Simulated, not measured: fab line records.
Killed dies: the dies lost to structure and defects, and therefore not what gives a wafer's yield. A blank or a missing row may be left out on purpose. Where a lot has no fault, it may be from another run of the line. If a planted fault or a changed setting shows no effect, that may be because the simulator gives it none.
Problem report in the 8D (eight disciplines) form, filled by code    flow gf180mcu    the parts of the form that need people (team, actions taken, sign-off) are left out

== 1. THE PROBLEM ==
Wafers without a fault read 0.994 a.u., standard deviation 0.013; oes product au at GF_STI_ETCH_14 reads a mean of 1.349 a.u. on 2 wafers belonging to 2 lots. Relative to the usual mean, that is a shift of +27 standard deviations.
The step: etches Si in HBr/Cl2/O2, target depth 360 nm, time 102.9 s.
First observed at day 4 22:31: wafer L897.3, on rie si-01. Wafers with a number at this step in the record: 35, from 12 lots. By rule, "out" or "out of limits" means more than 4 standard deviations away from the usual mean. Any other wafer with a number is counted as sound.

== 2. WHAT IT IS AND WHAT IT IS NOT ==
question                     is                                  is not
which readings at this step  oes product au, throttle valve pct  drypump motor current A
which lots                   L897, L898                          L884, L885, L888, L891, L899, L900, L901, L902, L903, L907
which wafers of those lots   L897.3, L898.5                      L897.2, L897.4, L898.3, L898.6
read on which tools          rie si-01                           rie si-02
when                         from day 4 22:31                    up to then (13 sound wafers); but 20 sound wafers of L898, L899, L900, L901, L902, L903, L907 came after

== 3. WHAT RULES OUT EACH SUSPECT ==
Counting: if a tool at a process step up to the reading ran every lot that is out, it stays a suspect. Sound lots after the first of them don't rule it out here, since some wafers of a struck lot are sound.
- rie si-01 at GF_STI_ETCH_14 (etches Si in HBr/Cl2/O2, target depth 360 nm, time 102.9 s): kept. Every lot that is out went through it, the first being L897 (day 4 22:31); the last sound lot it ran before that was L891 (day 3 14:38). On those wafers its own readings are out: oes product au, throttle valve pct.
- rie si-01, GF_STI_ETCH_14: wafers that are out in chamber 1, sound lot-mates in chambers 0, 2, 3.
After counting, what remains is rie si-01 at GF_STI_ETCH_14.

== 4. THE CAUSE (what the simulator had put in) ==
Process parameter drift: rie si-01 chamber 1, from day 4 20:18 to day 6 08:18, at GF_STI_ETCH_14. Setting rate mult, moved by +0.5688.
The count eliminated every tool but this one.

== 5. SEQUENCE OF EFFECTS, ordered by route ==
Each row: a reading whose mean over the struck wafers that have a number lies more than 3 standard deviations from the usual. Scope: only readings with a usual standard deviation given in the record; hours: median across lots of the time from each lot's start at the first step in this table that gives one to its start at this step; sigmas: change in usual standard deviations.
hours  step             reading                   usual       on struck wafers  change  sigmas
0      GF_STI_ETCH_14   oes product au            0.994 a.u.  1.349             +0.355  +27
0      GF_STI_ETCH_14   throttle valve pct        25.660 %    25.430            -0.230  -19
0      GF_STI_STRIP_15  oes product au            0.385 a.u.  0.359             -0.026  -5.2
0      GF_STI_STRIP_15  strip time to endpoint s  3.75 s      3.09              -0.66   -12
Here are the process steps it includes:
- GF_STI_ETCH_14: etches Si in HBr/Cl2/O2, target depth 360 nm, time 102.9 s.
- GF_STI_STRIP_15: strips in O2/N2.
Later measuring or inspecting steps at which every struck wafer that the step has a row for has a number for every such reading, and none has moved that far: GF_DNWELL_TW_MEAS_09, GF_VT_IMPLANT_OVL_MEAS_40.

== 6. HOW IT WOULD HAVE BEEN CAUGHT EARLIER ==
The fault began at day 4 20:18; the first out-of-limits reading in this record came at day 4 22:31, 2 hours later.
